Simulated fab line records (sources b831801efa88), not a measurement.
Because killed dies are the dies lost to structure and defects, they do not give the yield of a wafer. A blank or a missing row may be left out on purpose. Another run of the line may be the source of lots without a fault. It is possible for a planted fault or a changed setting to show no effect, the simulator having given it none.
What tool caused it?	flow sky130	12 lots with 36 wafers sampled at 3 steps, on a route of 708 steps

WHAT THE GAUGES SHOWED, per wafer
SKY_CONTACT_BOW_MEAS_05. Usual: CONTACT_BOW 83 um, standard deviation 6.7.
lot	measured	on	CONTACT_BOW (um)	flag
L472	day 29 22:02	film metro-04	85 79 89	
L473	day 30 10:16	film metro-03	86 80 87	
L474	day 30 23:28	film metro-03	93 78 82	
L476	day 31 17:13	film metro-02	84 78 88	
L478	day 32 07:02	film metro-04	78 99 81	
L486	day 34 22:41	film metro-04	82 76 84	
L487	day 35 00:33	film metro-04	80 79 76	
L490	day 36 00:00	film metro-04	80 77 85	
L491	day 36 08:04	film metro-04	83 72 78	
L492	day 36 19:48	film metro-02	77 76 79	
L494	day 37 03:38	film metro-04	90 85 87	
L495	day 37 17:56	film metro-02	76 76 87	

SKY_METAL2_RS_MEAS_05: measurement is done with a four-point probe. Usual: METAL2_ALCU_RS 0.1269 ohm/sq, standard deviation 0.0014.
lot	measured	on	METAL2_ALCU_RS (ohm/sq)	flag
L472	day 33 13:55	film metro-04	0.1271 0.1250 0.1272	
L473	day 34 00:45	film metro-03	0.1260 0.1261 0.1248	
L474	day 34 13:58	film metro-03	0.1277 0.1273 0.1265	
L476	day 35 06:09	film metro-03	0.1284 0.1265 0.1284	
L478	day 35 19:01	film metro-01	0.1250 0.1245 0.1263	
L486	day 38 09:06	film metro-01	0.1283 0.1275 0.1283	
L487	day 38 11:04	film metro-04	0.1268 0.1259 0.1272	
L490	day 39 07:50	film metro-01	0.1281 0.1294 0.1289	
L491	day 39 15:22	film metro-01	0.1265 0.1288 0.1274	
L492	day 40 02:50	film metro-03	0.1281 0.1269 0.1281	
L494	day 40 10:02	film metro-01	0.1271 0.1276 0.1276	
L495	day 41 01:09	film metro-03	0.1271 0.1256 0.1261	

WHICH TOOL RAN EACH LOT (tool, then ch and the chambers of the sampled wafers, then the start)
lot	SKY_LDD_LDN_IMPLANT_10
L472	implanter-03 ch 0, day 22 10:24
L473	implanter-02 ch 0, day 22 21:08
L474	implanter-02 ch 0, day 23 11:56
L476	implanter-02 ch 0, day 24 08:14
L478	implanter-02 ch 0, day 24 21:41
L486	implanter-02 ch 0, day 27 18:43
L487	implanter-02 ch 0, day 27 21:11
L490	implanter-03 ch 0, day 28 22:16
L491	implanter-02 ch 0, day 29 05:19
L492	implanter-03 ch 0, day 29 15:56
L494	implanter-02 ch 0, day 30 05:00
L495	implanter-02 ch 0, day 30 21:16
- SKY_LDD_LDN_IMPLANT_10

AS READ BY THE TOOLS THEMSELVES (means over the sampled wafers that have a number; for cases with no such wafer, the mark the record gives instead)
SKY_LDD_LDN_IMPLANT_10. Usual: beam energy keV 15.000, standard deviation 0.0037; dose ions cm2 1.25e+13, standard deviation 1.3e+10; end station pressure torr 5.03e-06 Torr, standard deviation 2.4e-07; faraday current uA 70.5, standard deviation 1.5; rotation deg 203.00 degrees, standard deviation 0.037.
lot	tool	beam energy keV	dose ions cm2	end station pressure torr (Torr)	faraday current uA	rotation deg (degrees)	flag
L472	implanter-03	14.999	1.25e+13	4.97e-06	71.4	203.03	
L473	implanter-02	14.999	1.25e+13	4.98e-06	69.0	202.98	
L474	implanter-02	15.004	1.25e+13	5.00e-06	71.3	203.02	
L476	implanter-02	15.003	1.92e+13	4.89e-06	107.8	202.98	OFF
L478	implanter-02	15.001	1.92e+13	4.98e-06	106.1	203.02	OFF
L486	implanter-02	14.998	1.25e+13	4.84e-06	71.9	203.01	
L487	implanter-02	15.004	1.25e+13	5.12e-06	71.1	203.01	
L490	implanter-03	15.000	1.25e+13	5.10e-06	70.8	203.02	
L491	implanter-02	15.000	1.25e+13	4.91e-06	70.3	203.02	
L492	implanter-03	15.002	1.25e+13	5.04e-06	70.8	202.98	
L494	implanter-02	15.001	1.25e+13	5.16e-06	67.8	203.03	
L495	implanter-02	15.000	1.25e+13	4.94e-06	68.7	202.98	

THE ANSWER, worked out from the rows above alone
Rule: a lot counts as off when the mean over its wafers that have a number is more than 3 standard deviations away from the usual mean. A lot without any number at a reading at which 4 lots or more have one is off too. The other lots that the step has rows for count as sound. The gauges are gone through in route order, then the tools' own readings, and for those a lot's mean is taken as printed above. The first step at which some lot is off is used, and at that step the reading that is off furthest; a lot without a number counts as furthest.
Off: L476, L478, at SKY_LDD_LDN_IMPLANT_10 (dose ions cm2).
If a tool, at that step or one of the process steps before it, ran each lot that is off and ran no sound lot following the first of them, it fits. No candidate that was tried fits.

WHAT HAD BEEN PUT IN BY THE SIMULATOR
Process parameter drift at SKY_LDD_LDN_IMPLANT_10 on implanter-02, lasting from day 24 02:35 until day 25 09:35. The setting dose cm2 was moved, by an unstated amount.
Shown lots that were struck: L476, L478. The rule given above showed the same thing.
